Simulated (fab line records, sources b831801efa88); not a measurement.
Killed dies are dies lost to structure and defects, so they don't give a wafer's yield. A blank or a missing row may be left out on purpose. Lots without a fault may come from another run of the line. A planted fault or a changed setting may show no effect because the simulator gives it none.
Which tool did it? | flow sky130 | 12 lots, 36 wafers sampled, at 5 steps of a route of 708

WHAT THE GAUGES READ, wafer by wafer
SKY_VIA3_RS_MEAS_22: measures by four-point-probe. Usual: VIA3_W_RS 0.2946 ohm/sq, standard deviation 0.0027.
lot  | measured     | on            | VIA3_W_RS (ohm/sq)                        | flag
L418 | day 39 23:05 | film_metro-02 | 0.2935 0.2894 0.2915                      |
L421 | day 41 08:49 | film_metro-01 | 0.2973 0.2942 0.2975                      |
L425 | day 42 12:11 | film_metro-02 | 0.2909 0.2894 0.2923                      |
L426 | day 42 14:16 | film_metro-01 | 0.2935 0.2952 0.2904                      |
L424 | day 42 16:07 | film_metro-01 | 0.2959 0.2922 0.2948                      |
L427 | day 42 16:30 | film_metro-02 | 0.2957 0.2908 0.2927                      |
L428 | day 43 00:31 | film_metro-02 | 0.2896 0.2953 0.2888                      |
L429 | day 43 12:12 | film_metro-01 | 57.955 57.549 57.969 58.028 57.486 57.986 | OFF
L430 | day 43 16:04 | film_metro-04 | 59.718 59.038 59.544 59.860 59.108 59.567 | OFF
L431 | day 43 19:11 | film_metro-02 | 58.790 58.258 58.208 58.585 58.308 58.155 | OFF
L439 | day 45 18:16 | film_metro-01 | 0.2972 0.2972 0.2996                      |
L440 | day 45 19:28 | film_metro-04 | 0.2965 0.2929 0.2937                      |

WHICH TOOL RAN EACH LOT (tool, then ch and the chambers of the sampled wafers, then the start)
lot  | SKY_METAL3_SPUTTER_03        | SKY_METAL3_ETCH_16                | SKY_VIA3_SPUTTER_20          | SKY_VIA3_CVD_21
L418 | pvd_sputter-03, day 36 15:09 | rie_metal-04 ch 0,1, day 38 20:13 | pvd_sputter-02, day 39 22:50 | cvd_w-01 ch 1, day 39 22:57
L421 | pvd_sputter-03, day 38 04:52 | rie_metal-03 ch 0,1, day 40 08:02 | pvd_sputter-02, day 41 08:33 | cvd_w-01 ch 0,1, day 41 08:39
L425 | pvd_sputter-02, day 39 10:38 | rie_metal-03 ch 1, day 41 09:25   | pvd_sputter-04, day 42 12:01 | cvd_w-02 ch 1, day 42 12:04
L426 | pvd_sputter-04, day 39 12:47 | rie_metal-04 ch 0,1, day 41 11:39 | pvd_sputter-01, day 42 14:04 | cvd_w-02 ch 0,1, day 42 14:08
L424 | pvd_sputter-04, day 39 16:11 | rie_metal-04 ch 0,1, day 41 13:37 | pvd_sputter-02, day 42 15:56 | cvd_w-01 ch 0,1, day 42 16:00
L427 | pvd_sputter-03, day 39 17:22 | rie_metal-04 ch 1, day 41 14:02   | pvd_sputter-04, day 42 16:17 | cvd_w-02 ch 0,1, day 42 16:22
L428 | pvd_sputter-04, day 39 23:31 | rie_metal-03 ch 0,1, day 41 23:31 | pvd_sputter-04, day 43 00:19 | cvd_w-02 ch 0,1, day 43 00:23
L429 | pvd_sputter-04, day 40 11:37 | rie_metal-02 ch 0,1, day 42 10:59 | pvd_sputter-01, day 43 12:01 | cvd_w-02 ch 0,1, day 43 12:04
L430 | pvd_sputter-03, day 40 17:58 | rie_metal-04 ch 1, day 42 15:01   | pvd_sputter-04, day 43 15:52 | cvd_w-02 ch 0,1, day 43 15:56
L431 | pvd_sputter-03, day 40 21:10 | rie_metal-02 ch 0,1, day 42 17:50 | pvd_sputter-01, day 43 19:00 | cvd_w-02 ch 0,1, day 43 19:04
L439 | pvd_sputter-04, day 42 20:44 | rie_metal-03 ch 0,1, day 44 18:03 | pvd_sputter-01, day 45 18:03 | cvd_w-01 ch 0,1, day 45 18:07
L440 | pvd_sputter-02, day 42 23:08 | rie_metal-02 ch 0,1, day 44 19:39 | pvd_sputter-01, day 45 19:14 | cvd_w-02 ch 0,1, day 45 19:20
- SKY_METAL3_SPUTTER_03: material Ti, target thk 5 nm, time 3.3 s.
- SKY_METAL3_ETCH_16: etches BARC in N2/H2, stops on SiO2, time 88.2 s, target depth 60 nm.
- SKY_VIA3_SPUTTER_20: material TiN, target thk 20 nm, time 80 s.
- SKY_VIA3_CVD_21: deposits W, target thk 390 nm, time 117.31 s.

WHAT THE TOOLS THEMSELVES READ (means of the sampled wafers that have a number; where no wafer has one, the mark that the record gives instead)
SKY_METAL3_SPUTTER_03. Usual: throttle_valve_pct 30.3 %, standard deviation 0.64.
lot  | tool           | throttle_valve_pct (%) | flag
L418 | pvd_sputter-03 | 30.7                   |
L421 | pvd_sputter-03 | 30.4                   |
L425 | pvd_sputter-02 | 30.3                   |
L426 | pvd_sputter-04 | 29.9                   |
L424 | pvd_sputter-04 | 30.0                   |
L427 | pvd_sputter-03 | 30.7                   |
L428 | pvd_sputter-04 | 30.3                   |
L429 | pvd_sputter-04 | 30.2                   |
L430 | pvd_sputter-03 | 31.2                   |
L431 | pvd_sputter-03 | 30.5                   |
L439 | pvd_sputter-04 | 30.2                   |
L440 | pvd_sputter-02 | 30.3                   |

SKY_METAL3_ETCH_16. Usual: chamber_pressure_mTorr 30.002 mTorr, standard deviation 0.029; drypump_motor_current_A 5.8 A, standard deviation 0.48; oes_product_au 0.625 a.u., standard deviation 0.0044; throttle_valve_pct 13.205 %, standard deviation 0.0091.
lot  | tool         | chamber_pressure_mTorr (mTorr) | drypump_motor_current_A (A) | oes_product_au (a.u.) | throttle_valve_pct (%) | flag
L418 | rie_metal-04 | 30.020                         | 6.0                         | 0.623                 | 13.196                 |
L421 | rie_metal-03 | 29.982                         | 5.3                         | 0.622                 | 13.216                 |
L425 | rie_metal-03 | 30.005                         | 5.1                         | 0.623                 | 13.209                 |
L426 | rie_metal-04 | 30.013                         | 6.2                         | 0.627                 | 13.206                 |
L424 | rie_metal-04 | 30.011                         | 6.2                         | 0.628                 | 13.201                 |
L427 | rie_metal-04 | 29.984                         | 6.5                         | 0.624                 | 13.203                 |
L428 | rie_metal-03 | 30.001                         | 5.6                         | 0.627                 | 13.204                 |
L429 | rie_metal-02 | 30.011                         | 5.6                         | 0.624                 | 13.208                 |
L430 | rie_metal-04 | 29.997                         | 6.5                         | 0.628                 | 13.204                 |
L431 | rie_metal-02 | 29.999                         | 5.6                         | 0.630                 | 13.205                 |
L439 | rie_metal-03 | 29.995                         | 5.6                         | 0.621                 | 13.207                 |
L440 | rie_metal-02 | 30.015                         | 5.9                         | 0.624                 | 13.217                 |

SKY_VIA3_SPUTTER_20. Usual: throttle_valve_pct 30.2 %, standard deviation 0.84.
lot  | tool           | throttle_valve_pct (%) | flag
L418 | pvd_sputter-02 | 30.0                   |
L421 | pvd_sputter-02 | 29.7                   |
L425 | pvd_sputter-04 | 29.8                   |
L426 | pvd_sputter-01 | 29.5                   |
L424 | pvd_sputter-02 | 29.9                   |
L427 | pvd_sputter-04 | 30.1                   |
L428 | pvd_sputter-04 | 30.0                   |
L429 | pvd_sputter-01 | 31.0                   |
L430 | pvd_sputter-04 | 30.4                   |
L431 | pvd_sputter-01 | 30.0                   |
L439 | pvd_sputter-01 | 29.8                   |
L440 | pvd_sputter-01 | 29.6                   |

SKY_VIA3_CVD_21. Usual: chamber_pressure_Torr 40.00 Torr, standard deviation 0.084; heater_power_outer_w 498 W, standard deviation 75; heater_power_w 853 W, standard deviation 140.
lot  | tool     | chamber_pressure_Torr (Torr) | heater_power_outer_w (W) | heater_power_w (W) | flag
L418 | cvd_w-01 | 40.05                        | 622                      | 1084               |
L421 | cvd_w-01 | 39.98                        | 554                      | 946                |
L425 | cvd_w-02 | 40.05                        | 451                      | 800                |
L426 | cvd_w-02 | 39.95                        | 461                      | 809                |
L424 | cvd_w-01 | 40.06                        | 563                      | 952                |
L427 | cvd_w-02 | 40.01                        | 476                      | 825                |
L428 | cvd_w-02 | 40.03                        | 463                      | 812                |
L429 | cvd_w-02 | -                            | -                        | -                  | OFF
L430 | cvd_w-02 | -                            | -                        | -                  | OFF
L431 | cvd_w-02 | -                            | -                        | -                  | OFF
L439 | cvd_w-01 | 40.03                        | 499                      | 818                |
L440 | cvd_w-02 | 40.07                        | 479                      | 821                |

THE ANSWER, worked out from the rows above alone
Rule: a lot is off if the mean of its wafers that have a number lies more than 3 standard deviations from the usual mean. A lot without any number at a reading at which 4 lots or more have one is off too. The other lots that the step has rows for count as sound. The gauges are gone through in route order, then the tools' own readings, and for those a lot's mean is taken as printed above. The first step at which some lot is off is used, and at that step the reading that is off furthest; a lot without a number counts as furthest.
Off: L429, L430, L431, at SKY_VIA3_RS_MEAS_22 (VIA3_W_RS).
A tool fits if, at a process step before that reading, it ran every lot that is off, and no sound lot after the first of them. The gauges at SKY_VIA3_RS_MEAS_22 aren't tried: what is off there is off at SKY_VIA3_CVD_21 too, on other tools, and a gauge's error can't cause that. None of those tried fits.

WHAT THE SIMULATOR HAD PUT IN
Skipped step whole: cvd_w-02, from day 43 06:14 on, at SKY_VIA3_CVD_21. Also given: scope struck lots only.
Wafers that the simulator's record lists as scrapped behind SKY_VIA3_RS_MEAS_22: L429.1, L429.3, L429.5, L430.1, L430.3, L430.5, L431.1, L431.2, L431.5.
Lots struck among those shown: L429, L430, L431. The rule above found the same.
